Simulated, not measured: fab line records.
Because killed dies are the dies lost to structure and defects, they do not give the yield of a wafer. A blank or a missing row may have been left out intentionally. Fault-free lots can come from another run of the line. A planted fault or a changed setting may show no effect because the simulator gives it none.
Matching of chambers | flow gf180mcu | 4 sister chambers for GF_V5_CMP_26 on cmp-02
The step polishes, stops on SiO2, t overpolish 15 s, target thk 0 nm. 8 wafers are shown with their chamber, then 9 later ones without.

## EACH WAFER AND ITS CHAMBER
wafer  | chamber | motorCurrentA (A) | timeToEndpointS (s)
L787.4 | 2       | 9.8               | 86
L791.1 | 2       | 9.7               | 89
L792.2 | 0       | 12.6              | 85
L792.4 | 3       | 10.7              | 85
L792.5 | 1       | 11.1              | 83
L795.1 | 0       | 11.9              | 86
L795.4 | 1       | 11.0              | 82
L795.5 | 3       | 11.0              | 85

## WAFERS MISSING THEIR CHAMBER
wafer  | motorCurrentA (A) | timeToEndpointS (s)
L797.1 | 11.6              | 86
L797.3 | 10.9              | 84
L797.4 | 10.6              | 84
L800.4 | 12.8              | 86
L800.5 | 10.2              | 84
L800.6 | 12.0              | 82
L801.2 | 12.2              | 88
L801.4 | 10.6              | 86
L801.5 | 11.8              | 84

## WHICH CHAMBER EACH WENT THROUGH
wafer  | from the rows above          | in truth
L797.1 | can't be placed: 0 or 3 or 1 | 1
L797.3 | can't be placed: 3 or 1      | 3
L797.4 | can't be placed: 3 or 1      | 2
L800.4 | 0                            | 0
L800.5 | can't be placed: 3 or 1 or 2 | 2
L800.6 | can't be placed: 0 or 1 or 3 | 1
L801.2 | 0                            | 0
L801.4 | 3                            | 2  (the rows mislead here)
L801.5 | can't be placed: 0 or 1 or 3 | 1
Correctly placed: 2 of 9. Unplaceable from these rows: 6, with the true chamber sitting among the candidates in 5. Wrongly placed: 1.
How it was worked out, from the rows above alone: a wafer's distance from a chamber is the root of the sum, over the readings, of the square of ((its reading less the chamber's mean) divided by the reading's scatter). The wafer belongs to the nearest chamber; if the next one is less than 2 further off, it can't be placed. The mean given for a chamber averages the wafers shown for that chamber. How the scatter is found: for the shown wafers, subtract from each reading the mean of its chamber, square and add these, divide the total by (wafers less chambers), then take the root.
